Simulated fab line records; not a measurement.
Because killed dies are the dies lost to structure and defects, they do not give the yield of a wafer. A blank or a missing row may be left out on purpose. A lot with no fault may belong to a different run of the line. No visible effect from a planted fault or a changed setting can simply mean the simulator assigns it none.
Which of the tools did it? :: flow gf180mcu :: 6 lots, 18 wafers sampled, at 1 step of a route of 602

## WHAT EACH GAUGE READ, for each wafer
GF_HV_LDD_TW_MEAS_23.
lot: L660
measured: day 10 23:04
on: film_metro-01
HV_LDD_2_TW: 1046 1043 1043

lot: L662
measured: day 11 19:56
on: film_metro-02
HV_LDD_2_TW: 1043 1046 1043

lot: L671
measured: day 14 16:33
on: film_metro-01
HV_LDD_2_TW: 1047 1039 1052

lot: L673
measured: day 15 01:00
on: film_metro-02
HV_LDD_2_TW: 1045 1047 1050

lot: L676
measured: day 16 03:30
on: film_metro-04
HV_LDD_2_TW: 1045 1046 1045

lot: L681
measured: day 17 18:00
on: film_metro-02
HV_LDD_2_TW: 1053 1047 1052

## WHAT TOOL EACH LOT RAN ON (gives the tool, then ch and the chambers of the sampled wafers, and finally the start)
No process step before these readings appears in the record.

## THE ANSWER, worked out from the rows above alone
Rule: usual is defined by the lots themselves. The widest of any qualifying gaps counts: lots, ordered by their means at a reading, are off when they make up no more than a third of the lots, leave a main group of 4 or more, and stand apart from it by 3 or more times the standard deviation of that group's means. If all means in a main group match to the digits the tables above print for the reading, that group is not used. Also off: a lot with no number at a reading for which 4 or more lots have one. Any other lot the step has rows for is counted as sound.
Across all readings shown, no lot is off: no conclusion can be drawn from this.

## WHAT HAD BEEN PUT IN BY THE SIMULATOR
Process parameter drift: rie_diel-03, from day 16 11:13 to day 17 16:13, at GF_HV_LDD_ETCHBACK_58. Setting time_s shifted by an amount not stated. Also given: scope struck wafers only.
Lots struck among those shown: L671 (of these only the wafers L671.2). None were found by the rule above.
